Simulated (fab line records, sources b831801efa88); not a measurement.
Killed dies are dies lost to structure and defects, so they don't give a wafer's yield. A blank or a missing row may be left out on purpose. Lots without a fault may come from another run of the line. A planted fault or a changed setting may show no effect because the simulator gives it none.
Which tool did it? | flow sky130 | 12 lots, 36 wafers sampled, at 1 step of a route of 708

WHAT THE GAUGES READ, wafer by wafer
SKY_VIA2_CD_MEAS_12: target cd 200 nm. Usual: cd_nm 199.9 nm, standard deviation 1.5.
lot  | measured     | on        | cd_nm (nm)        | flag
L881 | day 36 13:23 | cd_sem-01 | 200.4 200.0 201.1 |
L885 | day 37 11:45 | cd_sem-01 | 197.7 197.8 198.5 |
L884 | day 37 16:40 | cd_sem-01 | 198.3 199.0 199.1 |
L886 | day 38 08:25 | cd_sem-01 | 197.7 197.8 198.8 |
L889 | day 38 21:25 | cd_sem-01 | 200.2 201.1 199.5 |
L890 | day 39 03:42 | cd_sem-02 | 199.5 198.3 198.2 |
L892 | day 39 22:36 | cd_sem-01 | 200.4 202.0 203.3 |
L893 | day 40 07:00 | cd_sem-01 | 196.8 198.0 197.1 |
L894 | day 40 10:58 | cd_sem-02 | 199.0 198.8 199.7 |
L895 | day 40 22:03 | cd_sem-02 | 195.9 196.1 197.5 |
L904 | day 43 07:01 | cd_sem-01 | 199.6 198.7 201.8 |
L903 | day 43 10:55 | cd_sem-02 | 199.3 199.2 199.5 |

WHICH TOOL RAN EACH LOT (tool, then ch and the chambers of the sampled wafers, then the start)
The record holds no process step before these readings.

WHAT THE TOOLS THEMSELVES READ (means of the sampled wafers that have a number; where no wafer has one, the mark that the record gives instead)
The record holds no such reading with a usual standard deviation.

THE ANSWER, worked out from the rows above alone
Rule: a lot is off if the mean of its wafers that have a number lies more than 3 standard deviations from the usual mean. A lot without any number at a reading at which 4 lots or more have one is off too. The other lots that the step has rows for count as sound. The gauges are gone through in route order, then the tools' own readings, and for those a lot's mean is taken as printed above. The first step at which some lot is off is used, and at that step the reading that is off furthest; a lot without a number counts as furthest.
No lot is off at any reading shown: from this, nothing can be told.

WHAT THE SIMULATOR HAD PUT IN
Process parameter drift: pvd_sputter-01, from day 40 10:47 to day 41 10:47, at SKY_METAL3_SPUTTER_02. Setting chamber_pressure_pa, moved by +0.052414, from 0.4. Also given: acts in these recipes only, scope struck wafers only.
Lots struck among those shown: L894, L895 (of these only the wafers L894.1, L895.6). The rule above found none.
